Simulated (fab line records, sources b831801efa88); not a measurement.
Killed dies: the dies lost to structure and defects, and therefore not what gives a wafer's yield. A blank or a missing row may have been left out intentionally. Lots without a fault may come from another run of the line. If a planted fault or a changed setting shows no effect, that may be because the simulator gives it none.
Which of the tools did it? ; flow sky130 ; 33 wafers from 11 lots sampled at 5 of the route's 708 steps

WHAT THE GAUGES SHOWED, per wafer
SKY_NWELL_THK_MEAS_02.
lot;measured;on;NWELL_OXIDATION_THK (nm)
L359;day 2 15:04;film_metro-02;9.88 9.93 9.81
L360;day 2 19:28;film_metro-01;9.79 9.89 9.89
L367;day 4 05:25;film_metro-02;12.37 12.44 12.58
L368;day 4 10:32;film_metro-01;12.34 12.26 12.09
L373;day 5 12:56;film_metro-02;9.87 9.82 9.97
L374;day 5 19:40;film_metro-01;9.66 10.00 9.89
L376;day 6 06:55;film_metro-02;9.90 9.99 10.04
L379;day 6 22:31;film_metro-01;10.02 10.10 9.99
L380;day 7 01:39;film_metro-01;10.12 9.99 10.10
L381;day 7 09:16;film_metro-02;10.12 10.14 10.08
L382;day 7 12:43;film_metro-02;10.04 9.93 10.07

SKY_PWDE_OVL_MEAS_07.
lot;measured;on;PWDE_OVL (nm)
L359;day 3 23:30;overlay-02;-1.3 -0.2 -1.2
L360;day 4 03:57;overlay-02;-1.7 -2.2 -2.0
L367;day 5 16:47;overlay-02;-1.6 -0.6 -1.2
L368;day 5 22:50;overlay-02;-1.4 -1.3 -1.6
L373;day 7 02:19;overlay-01;1.8 1.4 1.6
L374;day 7 09:17;overlay-02;-0.9 -1.0 -2.4
L376;day 7 20:41;overlay-01;0.9 1.2 0.4
L379;day 8 15:17;overlay-01;-0.3 2.1 0.8
L380;day 8 18:16;overlay-02;0.7 -0.7 1.2
L381;day 9 02:35;overlay-01;0.6 -1.4 0.8
L382;day 9 06:03;overlay-02;-2.5 -3.7 -1.6

SKY_RES_PROTECT_TW_MEAS_08.
lot;measured;on;POLY_GATE_TW
L359;day 15 05:09;film_metro-01;4008 3992 4005
L360;day 15 10:26;film_metro-04;4075 4064 4054
L367;day 18 00:29;film_metro-01;3953 3964 3967
L368;day 18 06:29;film_metro-04;4051 4051 4055
L373;day 20 04:29;film_metro-04;4074 4055 4035
L374;day 20 15:08;film_metro-01;4005 4010 4008
L376;day 21 07:55;film_metro-03;4031 4044 4040
L379;day 22 10:29;film_metro-03;4070 4090 4064
L380;day 22 21:28;film_metro-01;3967 3962 3981
L381;day 23 07:08;film_metro-01;3990 3958 3968
L382;day 23 12:20;film_metro-01;3979 3975 3974

WHAT TOOL EACH LOT RAN ON (gives the tool, then ch and the chambers of the sampled wafers, and finally the start)
lot;SKY_NWELL_OXIDATION_01;SKY_GATE_OXIDE_STRIP_13
L359;furnace-01 ch 0, day 2 13:40;plasma_asher-03 ch 0,1, day 13 22:55
L360;furnace-01 ch 0, day 2 18:04;plasma_asher-03 ch 0,1, day 14 02:55
L367;furnace-01 ch 0, day 4 04:02;plasma_asher-04 ch 0,1, day 16 15:20
L368;furnace-01 ch 0, day 4 09:08;plasma_asher-04 ch 0,1, day 16 22:07
L373;furnace-02 ch 0, day 5 11:31;plasma_asher-04 ch 0,1, day 18 18:34
L374;furnace-02 ch 0, day 5 18:16;plasma_asher-01 ch 0,1, day 19 05:07
L376;furnace-02 ch 0, day 6 05:32;plasma_asher-01 ch 0,1, day 19 21:29
L379;furnace-02 ch 0, day 6 21:07;plasma_asher-01 ch 0,1, day 21 00:28
L380;furnace-02 ch 0, day 7 00:14;plasma_asher-03 ch 0,1, day 21 11:37
L381;furnace-01 ch 0, day 7 07:53;plasma_asher-04 ch 0,1, day 21 20:23
L382;furnace-02 ch 0, day 7 11:18;plasma_asher-04 ch 0,1, day 22 02:29
- SKY_NWELL_OXIDATION_01: stabilise 600 s, purge 300 s, target thk 10 nm.
- SKY_GATE_OXIDE_STRIP_13: strips in O2/N2.

AS READ BY THE TOOLS THEMSELVES (means over the sampled wafers that have a number; for cases with no such wafer, the mark the record gives instead)
SKY_NWELL_OXIDATION_01.
lot;tool;spike_tc_bottom_C (C);spike_tc_centre_C (C);spike_tc_lower_C (C);spike_tc_top_C (C);spike_tc_upper_C (C);tube_center_temp_C (C);tube_center_temp_C_max;zone_power_upper_pct (%)
L359;furnace-01;917.1;899.3;900.9;921;900.5;900;902.1;16.8
L360;furnace-01;917.7;899.8;900.5;921;900.4;900;901.9;17.0
L367;furnace-01;938.3;919.9;920.7;941;920.8;921;922.9;17.9
L368;furnace-01;937.4;919.5;921.7;941;921.0;921;922.8;17.9
L373;furnace-02;917.2;898.8;899.8;904;900.7;900;902.0;17.9
L374;furnace-02;916.1;899.0;900.7;903;900.9;900;902.0;18.0
L376;furnace-02;916.2;899.8;900.1;903;900.8;900;902.0;18.0
L379;furnace-02;916.3;899.8;900.1;904;901.0;900;902.3;18.0
L380;furnace-02;916.7;898.8;899.6;903;900.8;900;902.7;18.0
L381;furnace-01;917.8;899.5;899.8;921;900.1;900;902.5;16.8
L382;furnace-02;916.6;900.4;901.3;903;899.9;900;902.2;18.0

SKY_GATE_OXIDE_STRIP_13.
lot;tool;drypump_motor_current_A (A);n2_flow_sccm (sccm);o2_flow_sccm (sccm);oes_product_au (a.u.);strip_time_to_endpoint_s (s)
L359;plasma_asher-03;5.6;300.6;3009;0.717;14.17
L360;plasma_asher-03;5.5;300.3;3006;0.715;14.23
L367;plasma_asher-04;6.2;300.8;2999;0.722;14.17
L368;plasma_asher-04;6.1;300.4;3004;0.718;14.19
L373;plasma_asher-04;6.1;301.0;3003;0.716;14.17
L374;plasma_asher-01;5.3;300.1;2996;0.716;14.24
L376;plasma_asher-01;5.3;300.0;2998;0.714;14.19
L379;plasma_asher-01;5.3;298.4;3000;0.718;14.18
L380;plasma_asher-03;5.5;299.4;2997;0.716;14.20
L381;plasma_asher-04;6.1;300.5;2994;0.717;14.16
L382;plasma_asher-04;6.2;299.3;3000;0.714;14.11

THE ANSWER, worked out from the rows above alone
Rule: the usual values come from the lots themselves. Put in order of their means at a reading, lots are off if they are a third of the lots or fewer, leave a main group of 4 or more, and stand apart from it by a gap of 3 or more times the standard deviation of the main group's means; of several such gaps the widest counts. If all means in a main group match to the digits the tables above print for the reading, that group is not used. Also off: a lot with no number at a reading for which 4 or more lots have one. The other lots that the step has rows for count as sound. Order of review: gauges by route order, followed by the tools' own readings, for which a lot's mean as printed above is used. The first step at which some lot is off is used, and at that step the reading that is off furthest; a lot without a number counts as furthest.
Off: at SKY_NWELL_THK_MEAS_02 (NWELL_OXIDATION_THK), L367, L368. For the main group the mean is 9.96 nm and the standard deviation 0.094.
A tool fits if, at a process step before that reading, it ran every lot that is off, and no sound lot after the first of them. The gauges at SKY_NWELL_THK_MEAS_02 aren't tried: what is off there is off at SKY_NWELL_OXIDATION_01 too, on other tools, and a gauge's error can't cause that. Not one of the candidates tried fits.

WHAT THE SIMULATOR HAD INSERTED
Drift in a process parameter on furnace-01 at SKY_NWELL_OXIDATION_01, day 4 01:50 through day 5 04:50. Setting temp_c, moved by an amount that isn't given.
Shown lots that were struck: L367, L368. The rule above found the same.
